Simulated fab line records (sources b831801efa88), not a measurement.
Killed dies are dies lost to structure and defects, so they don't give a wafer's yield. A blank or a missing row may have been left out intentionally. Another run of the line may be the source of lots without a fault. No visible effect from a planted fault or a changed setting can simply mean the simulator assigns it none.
fab line records	flow sky130
record: lots: 11	wafers: 32	lastDay: 50
route steps=708 shown METAL2@486 METAL3@536 PAD_OPEN@708
lots with no fault: from the same line, run without faults
startH: hours from the record's first day to the start of the lot's first wafer shown	waitH: how many hours have passed since the lot's step before this one	" identical to the entry in the row above	L1.1+2: one row covering several wafers at once	- either no value or no given start	* or withheld: withheld	< > ~ a bound
route shown NAME@n: a module of which the file shows steps, and the number in the route of the first	usual: mean/standard deviation of fault-free wafers	same: alike in all rows	chamber/n: place in a boat	sites: readings site by site	_std_site: how widely they spread, as a standard deviation	_edge_site: mean of outer sites minus mean of inner sites	radiusMm: how far each site lies from the wafer's centre	mask NAME#n: copy n	behind: tool/chamber where the wafer was last shaped	hold: cause of the lot's hold/its duration in hours/its outcome	device: transistor that didn't switch, given as n, p or np	end of line: the tests these same wafers got at the end of their route	for a step that has no rows: nothing shown but its recipe	killed: dies that structure and defects cost at the first sort, which is not the same as the wafer's yield	map: dies across one wafer; x = killed, . = not, _ = none there
set.NAME: the setting that was run; set.NAME@STEP: the one run at that earlier step	model.NAME: the simulator's own value behind a step, which no gauge read
route steps across a sampled set of lots; one table per step, one row per wafer
services: the hour from which a tool's chamber was out of use, counted from the record's first day as startH (under 0 if before that day), plus the number of hours and why
== steps ==
step: SKY_METAL2_SPUTTER_03
recipe: material: Ti	targetThkNm: 5	powerW: 3000	timeS: 3.3	chamberPressurePa: 0.4
usual: throttleValvePct: 29.8/0.81
lot.wafer	tool	chamber	startH	waitH	throttleValvePct
L680.2	pvdSputter-04	-	808.82	0.0	29.7
L680.3	"	-	"	"	30.5
L680.6	"	-	"	"	29.5
L681.3	pvdSputter-01	-	819.57	0.0	28.7
L681.5	"	-	"	"	30.9
L681.6	"	-	"	"	29.2
L683.2	pvdSputter-02	-	827.08	0.0	29.0
L683.5	"	-	"	"	31.1
L683.6	"	-	"	"	28.9
L685.1	pvdSputter-02	-	858.13	0.0	31.1
L685.2	"	-	"	"	30.0
L685.3	"	-	"	"	29.8
L687.2	pvdSputter-04	-	859.22	0.0	30.6
L687.3	"	-	"	"	29.7
L687.4	"	-	"	"	29.5
L689.4	pvdSputter-01	-	863.72	0.0	29.0
L689.5	"	-	"	"	29.4
L689.6	"	-	"	"	30.9
L690.2	pvdSputter-02	-	893.37	0.0	29.8
L690.3	"	-	"	"	28.6
L690.5	"	-	"	"	30.6
L691.1	pvdSputter-02	-	895.42	0.0	30.2
L691.3	"	-	"	"	29.7
L691.6	"	-	"	"	30.8
L693.3	pvdSputter-01	-	901.77	0.0	30.8
L693.4	"	-	"	"	29.0
L693.5	"	-	"	"	29.1
L698.3	pvdSputter-04	-	925.46	0.0	30.2
L698.6	"	-	"	"	29.8
L702.1	pvdSputter-04	-	950.47	0.0	31.0
L702.2	"	-	"	"	30.5
L702.4	"	-	"	"	29.6
step: SKY_METAL2_ETCH_18
recipe: chemistry: N2/H2	target: BARC	ionEnergyEv: 200	biasW: 100	pressureMtorr: 30	n2FlowSccm: 100	h2FlowSccm: 200	icpW: 500	stopOn: SiO2	timeS: 45.9	targetDepthA: 600
usual: biasW: 100.03/0.3	drypumpMotorCurrentA: 5.7/0.53	oesProductAu: 0.854/0.0046	throttleValvePct: 13.226/0.0093
lot.wafer	tool	chamber	startH	waitH	biasW	drypumpMotorCurrentA	oesProductAu	rfHoursCounterH	throttleValvePct
L680.2	rieMetal-04	1	835.52	0.0	99.79	5.8	0.856	12	13.231
L680.3	"	1	"	"	100.44	5.8	0.856	-	13.228
L680.6	"	0	"	"	100.31	5.7	0.862	-	13.214
L681.3	rieMetal-04	1	846.37	0.0	100.04	5.8	0.851	-	13.225
L681.5	"	0	"	"	100.24	5.7	0.854	-	13.218
L681.6	"	1	"	"	100.60	5.8	0.859	-	13.235
L683.2	rieMetal-02	0	853.79	0.0	100.50	4.8	0.856	15	13.217
L683.5	"	1	"	"	99.54	5.7	0.848	-	13.218
L683.6	"	1	"	"	100.67	5.7	0.851	-	13.232
L685.1	rieMetal-02	1	884.04	0.0	99.60	5.7	0.846	12	13.226
L685.2	"	0	"	"	100.41	4.8	0.849	16	13.214
L685.3	"	1	"	"	99.40	5.8	0.860	-	13.228
L687.2	rieMetal-01	0	885.82	0.1	100.20	5.5	0.862	-	13.245
L687.3	"	0	"	"	100.13	5.5	0.846	-	13.229
L687.4	"	0	"	"	100.06	5.5	0.859	-	13.232
L689.4	rieMetal-02	1	889.39	0.0	100.34	5.7	0.851	-	13.235
L689.5	"	1	"	"	100.18	5.7	0.847	-	13.223
L689.6	"	0	"	"	99.57	4.8	0.850	-	13.224
L690.2	rieMetal-01	0	919.27	0.0	100.06	5.5	0.847	5	13.243
L690.3	"	0	"	"	100.18	5.4	0.853	-	13.216
L690.5	"	0	"	"	100.57	5.5	0.858	-	13.218
L691.1	rieMetal-04	1	920.39	0.0	100.09	5.8	0.852	16	13.233
L691.3	"	0	"	"	100.30	5.7	0.851	-	13.227
L691.6	"	1	"	"	99.50	5.9	0.852	-	13.227
L693.3	rieMetal-01	1	926.31	0.0	99.83	6.6	0.860	-	13.241
L693.4	"	0	"	"	100.28	5.5	0.854	-	13.240
L693.5	"	0	"	"	100.40	5.4	0.853	-	13.231
L698.3	rieMetal-01	0	950.82	0.0	100.03	5.5	0.860	-	13.230
L698.6	"	0	"	"	99.50	5.5	0.853	-	13.205
L702.1	rieMetal-01	1	974.74	0.0	99.91	6.6	0.854	4	13.222
L702.2	"	0	"	"	99.80	5.4	0.853	8	13.241
L702.4	"	0	"	"	99.83	5.5	0.856	-	13.238
step: SKY_METAL2_STRIP_20
recipe: chemistry: O2/N2	powerW: 1400	pressureMtorr: 1500	platenTempC: withheld	o2FlowSccm: 3000	n2FlowSccm: 300	overashFraction: 0.5
usual: drypumpMotorCurrentA: 5.8/0.31	oesProductAu: 0.344/0.0055	stripTimeToEndpointS: 2.70/0.082
lot.wafer	tool	chamber	startH	waitH	drypumpMotorCurrentA	oesProductAu	rfHoursCounterH	stripTimeToEndpointS
L680.2	plasmaAsher-04	1	835.67	0.1	6.3	0.345	102	2.61
L680.3	"	1	"	"	6.3	0.343	-	2.63
L680.6	"	1	"	"	6.3	0.336	-	2.65
L681.3	plasmaAsher-04	0	846.53	0.1	5.8	0.340	-	2.61
L681.5	"	0	"	"	5.8	0.347	-	2.66
L681.6	"	1	"	"	6.4	0.329	-	2.56
L683.2	plasmaAsher-02	1	854.05	0.1	5.8	0.347	11	2.80
L683.5	"	1	"	"	5.9	0.344	-	2.78
L683.6	"	0	"	"	5.8	0.346	-	2.80
L685.1	plasmaAsher-01	1	884.19	0.1	5.4	0.350	47	2.79
L685.2	"	0	"	"	5.5	0.334	47	2.72
L685.3	"	1	"	"	5.4	0.345	-	2.75
L687.2	plasmaAsher-01	0	886.11	0.1	5.5	0.341	47	2.56
L687.3	"	0	"	"	5.5	0.330	-	2.56
L687.4	"	1	"	"	5.4	0.339	-	2.55
L689.4	plasmaAsher-01	1	889.55	0.1	5.4	0.351	-	2.78
L689.5	"	1	"	"	5.4	0.348	-	2.79
L689.6	"	0	"	"	5.5	0.344	-	2.73
L690.2	plasmaAsher-02	1	919.42	0.1	5.8	0.343	17	2.54
L690.3	"	0	"	"	5.8	0.338	-	2.55
L690.5	"	0	"	"	5.9	0.342	-	2.54
L691.1	plasmaAsher-01	1	920.54	0.1	5.4	0.348	51	2.68
L691.3	"	0	"	"	5.4	0.338	-	2.72
L691.6	"	1	"	"	5.4	0.343	-	2.67
L693.3	plasmaAsher-01	0	926.47	0.1	5.5	0.344	-	2.70
L693.4	"	1	"	"	5.4	0.338	-	2.58
L693.5	"	1	"	"	5.4	0.342	-	2.60
L698.3	plasmaAsher-04	0	950.98	0.1	5.8	0.343	-	2.62
L698.6	"	0	"	"	5.8	0.338	-	2.60
L702.1	plasmaAsher-01	0	974.89	0.1	5.5	0.337	56	2.70
L702.2	"	1	"	"	5.4	0.342	56	2.59
L702.4	"	1	"	"	5.4	0.333	-	2.61
step: SKY_METAL3_SPUTTER_04
recipe: material: TiN	targetThkNm: 70	powerW: 6500	timeS: 58.3	chamberPressurePa: 0.4
usual: throttleValvePct: 29.8/0.92
lot.wafer	tool	chamber	startH	waitH	throttleValvePct
L680.2	pvdSputter-02	-	864.65	0.0	29.7
L680.3	"	-	"	"	30.8
L680.6	"	-	"	"	30.0
L681.3	pvdSputter-04	-	876.40	0.0	30.7
L681.5	"	-	"	"	30.7
L681.6	"	-	"	"	29.8
L683.2	pvdSputter-04	-	882.82	0.0	30.9
L683.5	"	-	"	"	29.3
L683.6	"	-	"	"	31.2
L685.1	pvdSputter-03	-	911.95	0.0	27.5
L685.2	"	-	"	"	29.4
L685.3	"	-	"	"	29.3
L687.2	pvdSputter-02	-	913.74	0.0	29.9
L687.3	"	-	"	"	30.8
L687.4	"	-	"	"	30.0
L689.4	pvdSputter-04	-	917.40	0.0	31.2
L689.5	"	-	"	"	29.7
L689.6	"	-	"	"	30.7
L690.2	pvdSputter-04	-	946.63	0.0	30.7
L690.3	"	-	"	"	31.1
L690.5	"	-	"	"	29.4
L691.1	pvdSputter-02	-	947.75	0.0	29.6
L691.3	"	-	"	"	29.9
L691.6	"	-	"	"	28.9
L693.3	pvdSputter-04	-	953.56	0.0	29.7
L693.4	"	-	"	"	30.9
L693.5	"	-	"	"	29.3
L698.3	pvdSputter-04	-	977.36	0.0	30.9
L698.6	"	-	"	"	30.6
L702.1	pvdSputter-04	-	1001.18	0.0	29.4
L702.2	"	-	"	"	29.6
L702.4	"	-	"	"	31.0
step: SKY_METAL3_METAL_ETCH_18
recipe: targetDepthA: 8450	stopOn: SiO2	overEtchFrac: 0.3	timeS: 183.1	chemistry: Cl2/BCl3	resistSidewallDeg: 88	pressureMtorr: 10	icpW: 900	biasW: 48.5	Cl2_flow_sccm: 60	bcl3FlowSccm: 30
usual: biasW: 48.50/0.14	drypumpMotorCurrentA: 5.5/0.34	oesProductAu: 0.865/0.0066	throttleValvePct: 22.265/0.0077
lot.wafer	tool	chamber	startH	waitH	biasW	drypumpMotorCurrentA	oesProductAu	rfHoursCounterH	throttleValvePct
L680.2	rieMetal-02	1	916.73	0.0	48.46	5.7	0.858	14	22.262
L680.3	"	1	"	"	48.58	5.7	0.875	-	22.254
L680.6	"	1	"	"	48.58	5.7	0.862	-	22.261
L681.3	rieMetal-04	0	928.19	0.1	48.48	5.7	0.858	-	22.254
L681.5	"	0	"	"	48.47	5.7	0.860	-	22.266
L681.6	"	1	"	"	48.64	5.8	0.861	-	22.284
L683.2	rieMetal-04	1	932.85	0.0	48.28	5.8	0.871	17	22.280
L683.5	"	1	"	"	48.24	5.8	0.862	-	22.265
L683.6	"	0	"	"	48.63	5.7	0.866	-	22.259
L685.1	rieMetal-03	1	961.98	0.0	48.52	5.1	0.866	12	22.258
L685.2	"	0	"	"	48.48	5.6	0.864	7	22.257
L685.3	"	0	"	"	48.32	5.5	0.864	-	22.263
L687.2	rieMetal-03	0	964.21	0.0	48.46	5.5	0.872	7	22.271
L687.3	"	1	"	"	48.54	5.1	0.881	-	22.272
L687.4	"	0	"	"	48.64	5.5	0.862	-	22.267
L689.4	rieMetal-04	1	966.91	0.1	48.42	5.8	0.860	-	22.256
L689.5	"	0	"	"	48.49	5.7	0.869	-	22.260
L689.6	"	1	"	"	48.61	5.8	0.864	-	22.267
L690.2	rieMetal-03	0	994.94	0.0	48.52	5.5	0.864	9	22.272
L690.3	"	0	"	"	48.38	5.5	0.874	-	22.254
L690.5	"	1	"	"	48.45	5.1	0.867	-	22.276
L691.1	rieMetal-04	0	996.15	0.0	48.81	5.7	0.866	5	22.251
L691.3	"	1	"	"	48.73	5.8	0.876	-	22.261
L691.6	"	1	"	"	48.61	5.8	0.867	-	22.255
L693.3	rieMetal-03	0	1002.36	0.1	48.38	5.6	0.872	-	22.268
L693.4	"	1	"	"	48.15	5.1	0.865	-	22.263
L693.5	"	0	"	"	48.27	5.5	0.856	-	22.264
L698.3	rieMetal-04	1	1025.29	0.1	48.39	5.8	0.864	-	22.274
L698.6	"	0	"	"	48.55	5.7	0.888	-	22.273
L702.1	rieMetal-04	1	1047.34	0.0	48.50	5.8	0.875	24	22.267
L702.2	"	0	"	"	48.42	5.7	0.879	8	22.280
L702.4	"	1	"	"	48.66	5.8	0.896	-	22.250
step: SKY_PAD_OPEN_PROBE_99
usual: defectLimitedYield: 82.5/1.9	killed_at_M0_to_M3: 43/6.8	killed_at_M4_up: 3.0/1.6	killedAtContacts: 25/6	killedAtFrontEnd: 15/4.4	killedAtOther: 0.3/0.52	killedDies: 86/9.6	killedOnRim: 17/3.5	killedOpen: 47/6.7	killedShort: 39/6.8	sort_bin_3_pad_short: 0.9/0.43	sort_bin_5_function: 10.3/1.5	sort_bin_6_memory: 6.3/1.1	sortNPass: 406/9.6	sortYieldPct: 82.5/1.9
same: grossDies: 492	killedAtBackSide: 0	sort_bin_4_leakage[%]: 0	sort_bin_8_speed[%]: 0
lot.wafer	tool	chamber	startH	waitH	defectLimitedYield[%]	killed_at_M0_to_M3	killed_at_M4_up	killedAtContacts	killedAtFrontEnd	killedAtOther	killedDies	killedOnRim	killedOpen	killedShort	sort_bin_3_pad_short[%]	sort_bin_5_function[%]	sort_bin_6_memory[%]	sortNPass	sortYieldPct[%]
L680.2	prober-02	-	1088.33	0.1	85.4	38	0	20	14	0	72	12	46	26	0.8	7.1	6.7	420	85.4
L680.3	prober-02	-	1088.38	0.2	79.1	51	2	32	18	0	103	21	50	53	1.6	12.2	7.1	389	79.1
L680.6	prober-02	-	1088.53	0.2	82.7	36	4	32	13	0	85	18	45	40	0.6	8.9	7.7	407	82.7
L681.3	prober-01	-	1096.75	0.2	82.9	37	2	31	13	1	84	13	44	39	1.6	9.8	5.7	408	82.9
L681.5	prober-01	-	1096.85	0.2	82.9	42	4	27	11	0	84	20	48	36	0.8	11.0	5.3	408	82.9
L681.6	prober-01	-	1096.90	0.2	81.9	44	5	23	17	0	89	14	46	41	0.6	13.4	4.1	403	81.9
L683.2	prober-01	-	1102.18	0.1	84.6	42	3	16	15	0	76	18	41	35	1.2	8.9	5.3	416	84.6
L683.5	prober-01	-	1102.33	0.2	86.0	41	1	10	17	0	69	12	30	39	1.2	7.5	5.3	423	86.0
L683.6	prober-01	-	1102.38	0.2	79.1	44	3	39	17	0	103	20	54	49	1.2	12.4	7.3	389	79.1
L685.1	prober-02	-	1126.81	0.1	83.3	34	3	25	20	0	82	17	51	31	0.8	10.0	5.9	410	83.3
L685.2	prober-02	-	1126.86	0.1	81.5	45	1	28	17	0	91	21	58	33	1.4	10.8	6.3	401	81.5
L685.3	prober-02	-	1126.91	0.2	82.5	35	3	29	19	0	86	14	48	38	1.0	9.6	6.9	406	82.5
L687.2	prober-01	-	1127.79	0.1	86.4	39	2	17	9	0	67	12	42	25	0.2	7.5	5.9	425	86.4
L687.3	prober-01	-	1127.84	0.2	82.3	43	4	26	14	0	87	12	55	32	1.8	9.6	6.3	405	82.3
L687.4	prober-01	-	1127.89	0.2	83.7	29	2	31	18	0	80	15	39	40	0.2	9.1	6.9	412	83.7
L689.4	prober-01	-	1130.14	0.2	82.5	49	3	21	13	0	86	15	39	47	1.6	9.3	6.5	406	82.5
L689.5	prober-01	-	1130.19	0.2	82.7	43	3	23	16	0	85	14	42	43	1.2	10.6	5.5	407	82.7
L689.6	prober-01	-	1130.24	0.2	84.6	37	4	24	11	0	76	11	47	29	0.2	7.7	7.5	416	84.6
L690.2	prober-02	-	1154.40	0.1	85.0	35	2	20	17	0	74	20	43	31	0.6	8.9	5.5	418	85.0
L690.3	prober-02	-	1154.45	0.2	83.7	46	2	19	13	0	80	18	45	35	0.2	9.6	6.5	412	83.7
L690.5	prober-02	-	1154.55	0.2	81.5	40	6	25	20	0	91	20	51	40	0.4	11.2	6.9	401	81.5
L691.1	prober-02	-	1155.85	0.1	82.3	44	2	23	18	0	87	13	46	41	0.8	11.4	5.5	405	82.3
L691.3	prober-02	-	1155.95	0.2	85.4	33	5	22	12	0	72	13	44	28	0.4	7.7	6.5	420	85.4
L691.6	prober-02	-	1156.10	0.2	85.2	42	1	21	9	0	73	13	43	30	0.6	9.1	5.1	419	85.2
L693.3	prober-01	-	1158.40	0.2	81.7	46	5	26	13	0	90	15	50	38	1.2	8.1	8.9	402	81.7
L693.4	prober-01	-	1158.45	0.2	85.0	31	2	27	14	0	74	15	33	40	0.8	8.1	6.1	418	85.0
L693.5	prober-01	-	1158.50	0.2	79.1	50	7	34	12	0	103	19	52	50	1.2	13.2	6.5	389	79.1
L698.3	prober-02	-	1176.92	0.2	81.3	47	3	14	26	2	92	22	44	46	1.2	12.2	5.3	400	81.3
L698.6	prober-02	-	1177.07	0.2	82.1	52	2	24	9	1	88	13	43	44	0.8	9.8	7.3	404	82.1
L702.1	prober-02	-	1192.58	0.1	80.9	47	1	28	17	1	94	11	45	49	0.4	12.8	5.9	398	80.9
L702.2	prober-02	-	1192.63	0.1	82.9	36	5	24	19	0	84	19	49	33	1.2	9.6	6.3	408	82.9
L702.4	prober-02	-	1192.73	0.2	76.8	62	2	29	21	0	114	20	62	52	1.4	12.4	9.3	378	76.8
killed by level:class
L680.2 VIA1:geometricParticle:open=9 VIA3:geometricParticle:open=7 CONTACT:geometricParticle:open=6 FIELD_ISO:geometricParticle:open=5 POLY_GATE:geometricParticle:open=5 LI_CONTACT:geometricParticle:open=5 VIA2:geometricParticle:short=5 METAL1:geometricParticle:short=4
L680.3 LI_CONTACT:geometricParticle:open=10 CONTACT:geometricParticle:open=10 CONTACT:geometricParticle:short=9 METAL1:geometricParticle:short=9 METAL2:geometricParticle:short=9 VIA3:geometricParticle:open=9 FIELD_ISO:geometricParticle:short=8 VIA1:geometricParticle:open=6
L680.6 CONTACT:geometricParticle:open=8 VIA1:geometricParticle:open=8 LI_CONTACT:geometricParticle:open=7 LOCAL_INTERCONNECT:geometricParticle:short=6 CONTACT:geometricParticle:short=6 FIELD_ISO:geometricParticle:short=4 LI_CONTACT:geometricParticle:short=4 METAL1:geometricParticle:short=4
L681.3 CONTACT:geometricParticle:open=10 VIA1:geometricParticle:open=9 LI_CONTACT:geometricParticle:open=7 LOCAL_INTERCONNECT:geometricParticle:short=6 VIA3:geometricParticle:open=5 POLY_GATE:geometricParticle:short=4 VIA1:geometricParticle:short=4 METAL1:geometricParticle:short=4
L681.5 CONTACT:geometricParticle:open=11 VIA1:geometricParticle:open=8 LI_CONTACT:geometricParticle:open=7 METAL2:geometricParticle:short=6 VIA3:geometricParticle:open=6 VIA3:geometricParticle:short=5 VIA1:geometricParticle:short=5 VIA2:geometricParticle:open=5
L681.6 CONTACT:geometricParticle:open=10 METAL2:geometricParticle:short=9 VIA1:geometricParticle:open=8 VIA3:geometricParticle:open=7 VIA1:geometricParticle:short=6 VIA2:geometricParticle:open=6 FIELD_ISO:geometricParticle:open=5 LI_CONTACT:geometricParticle:open=4
L683.2 VIA1:geometricParticle:open=10 LI_CONTACT:geometricParticle:open=7 VIA3:geometricParticle:open=6 FIELD_ISO:geometricParticle:short=5 VIA2:geometricParticle:open=5 METAL2:geometricParticle:short=5 CONTACT:geometricParticle:open=4 METAL3:geometricParticle:short=4
L683.5 METAL1:geometricParticle:short=8 FIELD_ISO:geometricParticle:short=7 VIA3:geometricParticle:short=7 FIELD_ISO:geometricParticle:open=6 VIA3:geometricParticle:open=6 VIA1:geometricParticle:open=5 CONTACT:geometricParticle:open=4 VIA1:geometricParticle:short=4
L683.6 CONTACT:geometricParticle:open=14 LI_CONTACT:geometricParticle:open=9 VIA2:geometricParticle:open=8 LOCAL_INTERCONNECT:geometricParticle:short=7 VIA1:geometricParticle:open=7 CONTACT:geometricParticle:short=6 VIA3:geometricParticle:open=6 METAL1:geometricParticle:short=6
L685.1 VIA1:geometricParticle:open=14 CONTACT:geometricParticle:open=10 LI_CONTACT:geometricParticle:open=9 FIELD_ISO:geometricParticle:open=7 POLY_GATE:geometricParticle:short=6 FIELD_ISO:geometricParticle:short=5 VIA2:geometricParticle:open=5 CONTACT:geometricParticle:short=4
L685.2 VIA1:geometricParticle:open=12 CONTACT:geometricParticle:open=10 FIELD_ISO:geometricParticle:open=9 LI_CONTACT:geometricParticle:open=9 VIA3:geometricParticle:open=7 VIA2:geometricParticle:open=6 VIA1:geometricParticle:short=6 CONTACT:geometricParticle:short=5
L685.3 CONTACT:geometricParticle:open=11 VIA2:geometricParticle:open=7 METAL1:geometricParticle:short=6 LI_CONTACT:geometricParticle:open=6 FIELD_ISO:geometricParticle:open=5 CONTACT:geometricParticle:short=5 VIA3:geometricParticle:open=5 FIELD_ISO:geometricParticle:short=4
L687.2 VIA1:geometricParticle:open=9 VIA3:geometricParticle:open=8 LI_CONTACT:geometricParticle:open=7 VIA2:geometricParticle:open=7 CONTACT:geometricParticle:short=5 METAL1:geometricParticle:short=5 CONTACT:geometricParticle:open=4 METAL2:geometricParticle:short=3
L687.3 VIA2:geometricParticle:open=12 CONTACT:geometricParticle:open=10 VIA1:geometricParticle:open=10 METAL2:geometricParticle:short=9 LI_CONTACT:geometricParticle:open=7 FIELD_ISO:geometricParticle:open=6 LI_CONTACT:geometricParticle:short=4 METAL1:geometricParticle:short=4
L687.4 CONTACT:geometricParticle:open=12 POLY_GATE:geometricParticle:short=6 LI_CONTACT:geometricParticle:open=6 METAL1:geometricParticle:short=6 LOCAL_INTERCONNECT:geometricParticle:short=5 CONTACT:geometricParticle:short=5 VIA3:geometricParticle:open=5 POLY_GATE:geometricParticle:open=4
L689.4 METAL2:geometricParticle:short=10 VIA1:geometricParticle:open=9 CONTACT:geometricParticle:open=8 CONTACT:geometricParticle:short=5 METAL1:geometricParticle:short=5 FIELD_ISO:geometricParticle:short=4 POLY_GATE:geometricParticle:short=4 LI_CONTACT:geometricParticle:open=4
L689.5 VIA1:geometricParticle:open=11 POLY_GATE:geometricParticle:open=7 CONTACT:geometricParticle:open=7 CONTACT:geometricParticle:short=6 METAL1:geometricParticle:short=6 VIA1:geometricParticle:short=5 METAL2:geometricParticle:short=5 LI_CONTACT:geometricParticle:short=4
L689.6 LI_CONTACT:geometricParticle:open=10 VIA1:geometricParticle:open=9 VIA3:geometricParticle:open=8 POLY_GATE:geometricParticle:open=5 LI_CONTACT:geometricParticle:short=5 CONTACT:geometricParticle:open=5 METAL3:geometricParticle:short=5 METAL4:geometricParticle:short=4
L690.2 FIELD_ISO:geometricParticle:open=7 CONTACT:geometricParticle:open=7 VIA3:geometricParticle:open=7 VIA1:geometricParticle:short=6 VIA1:geometricParticle:open=6 VIA2:geometricParticle:open=6 POLY_GATE:geometricParticle:open=4 LI_CONTACT:geometricParticle:open=4
L690.3 METAL1:geometricParticle:short=10 VIA3:geometricParticle:open=9 VIA2:geometricParticle:open=8 LI_CONTACT:geometricParticle:open=7 CONTACT:geometricParticle:open=7 FIELD_ISO:geometricParticle:short=5 VIA1:geometricParticle:open=5 VIA2:geometricParticle:short=4
L690.5 VIA1:geometricParticle:open=9 CONTACT:geometricParticle:open=8 FIELD_ISO:geometricParticle:open=7 LI_CONTACT:geometricParticle:open=7 VIA3:geometricParticle:open=7 CONTACT:geometricParticle:short=6 METAL2:geometricParticle:short=5 METAL4:geometricParticle:short=5
L691.1 VIA1:geometricParticle:open=12 CONTACT:geometricParticle:open=9 FIELD_ISO:geometricParticle:short=8 METAL1:geometricParticle:short=6 VIA2:geometricParticle:open=5 VIA3:geometricParticle:open=5 LI_CONTACT:geometricParticle:open=4 CONTACT:geometricParticle:short=4
L691.3 CONTACT:geometricParticle:open=9 VIA1:geometricParticle:open=8 VIA2:geometricParticle:open=7 LI_CONTACT:geometricParticle:open=7 VIA2:geometricParticle:short=5 FIELD_ISO:geometricParticle:short=4 VIA3:geometricParticle:open=4 POLY_GATE:geometricParticle:open=4
L691.6 VIA1:geometricParticle:open=10 CONTACT:geometricParticle:open=9 VIA2:geometricParticle:open=8 METAL2:geometricParticle:short=7 LI_CONTACT:geometricParticle:open=5 VIA3:geometricParticle:open=4 FIELD_ISO:geometricParticle:short=3 CONTACT:geometricParticle:short=3
L693.3 LI_CONTACT:geometricParticle:open=13 VIA3:geometricParticle:open=10 VIA1:geometricParticle:open=6 METAL1:geometricParticle:short=6 CONTACT:geometricParticle:open=5 METAL3:geometricParticle:short=5 VIA3:geometricParticle:short=5 METAL4:geometricParticle:short=4
L693.4 CONTACT:geometricParticle:open=13 VIA3:geometricParticle:open=7 VIA1:geometricParticle:short=6 POLY_GATE:geometricParticle:short=5 LOCAL_INTERCONNECT:geometricParticle:short=5 CONTACT:geometricParticle:short=5 METAL1:geometricParticle:short=4 POLY_GATE:geometricParticle:open=3
L693.5 VIA1:geometricParticle:open=10 LI_CONTACT:geometricParticle:open=9 LOCAL_INTERCONNECT:geometricParticle:short=8 CONTACT:geometricParticle:short=8 VIA2:geometricParticle:open=8 VIA3:geometricParticle:open=8 METAL1:geometricParticle:short=7 CONTACT:geometricParticle:open=7
L698.3 METAL2:geometricParticle:short=13 METAL1:geometricParticle:short=8 VIA1:geometricParticle:open=8 FIELD_ISO:geometricParticle:open=7 CONTACT:geometricParticle:open=7 FIELD_ISO:geometricParticle:short=6 POLY_GATE:geometricParticle:short=6 VIA3:geometricParticle:open=5
L698.6 METAL1:geometricParticle:short=10 VIA1:geometricParticle:open=9 CONTACT:geometricParticle:open=8 METAL2:geometricParticle:short=8 LI_CONTACT:geometricParticle:open=6 LOCAL_INTERCONNECT:geometricParticle:short=5 METAL3:geometricParticle:short=5 METAL1:geometricParticle:open=4
L702.1 CONTACT:geometricParticle:open=10 LI_CONTACT:geometricParticle:open=8 VIA1:geometricParticle:short=8 METAL2:geometricParticle:short=8 VIA2:geometricParticle:open=6 METAL1:geometricParticle:short=6 FIELD_ISO:geometricParticle:open=5 VIA1:geometricParticle:open=5
L702.2 VIA1:geometricParticle:open=11 METAL1:geometricParticle:short=10 LI_CONTACT:geometricParticle:open=10 CONTACT:geometricParticle:open=8 FIELD_ISO:geometricParticle:open=5 VIA3:geometricParticle:short=4 POLY_GATE:geometricParticle:open=3 POLY_GATE:geometricParticle:short=3
L702.4 VIA1:geometricParticle:open=17 CONTACT:geometricParticle:open=15 FIELD_ISO:geometricParticle:short=8 VIA3:geometricParticle:open=8 METAL2:geometricParticle:short=7 VIA2:geometricParticle:open=7 VIA1:geometricParticle:short=6 LI_CONTACT:geometricParticle:open=6
== services ==
tool	chamber	startH	hours	kind
pvdSputter-03	-	803.61	2.1	repair
rieMetal-03	-	803.73	15.6	pm
pvdSputter-04	-	809.72	2.0	repair
plasmaAsher-02	-	816.53	2.8	pm
rieMetal-02	-	838.41	1.1	repair
pvdSputter-03	-	849.59	5.9	repair
pvdSputter-01	-	856.72	1.9	repair
plasmaAsher-01	-	859.76	8.6	pm
rieMetal-04	0	880.78	-	clean
rieMetal-04	0	880.78	16.9	scheduledDown
rieMetal-04	0	880.78	16.9	ventCycle
rieMetal-01	1	884.01	-	clean
rieMetal-04	-	885.56	0.4	repair
plasmaAsher-02	-	895.00	3.8	repair
plasmaAsher-02	-	910.70	5.7	repair
rieMetal-04	-	918.65	1.3	repair
rieMetal-02	-	937.76	2.8	pm
rieMetal-01	-	948.34	1.4	pm
plasmaAsher-04	-	957.15	0.3	repair
plasmaAsher-01	-	971.88	0.8	repair
plasmaAsher-04	-	1012.25	2.1	repair
rieMetal-04	0	1019.67	4.6	repair
rieMetal-03	-	1024.43	2.8	pm
pvdSputter-04	-	1029.32	9.2	repair
== key ==
firstSign: step: SKY_METAL3_METAL_ETCH_18	reading: oesProductAu	direction: up	sigmas: 4.1	usual: 0.865	struck: 0.892
effect none on later readings
metAt SKY_METAL3_SPUTTER_04
struckLots L698,L702
struckWafers L698.6,L702.4
notActingAt SKY_METAL2_SPUTTER_03,SKY_METAL2_ETCH_18,SKY_METAL2_STRIP_20
onsetBetween 953.56 977.36
fault: kind: processParameterDrift	tool: pvdSputter-04	chamber: -	onsetH: 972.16	steps: SKY_METAL3_SPUTTER_04	channel: targetThkNm	offset: 46.133	shape: step	endH: 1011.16	scope: struckWafersOnly	actsIn: theseRecipesOnly	stated: 70
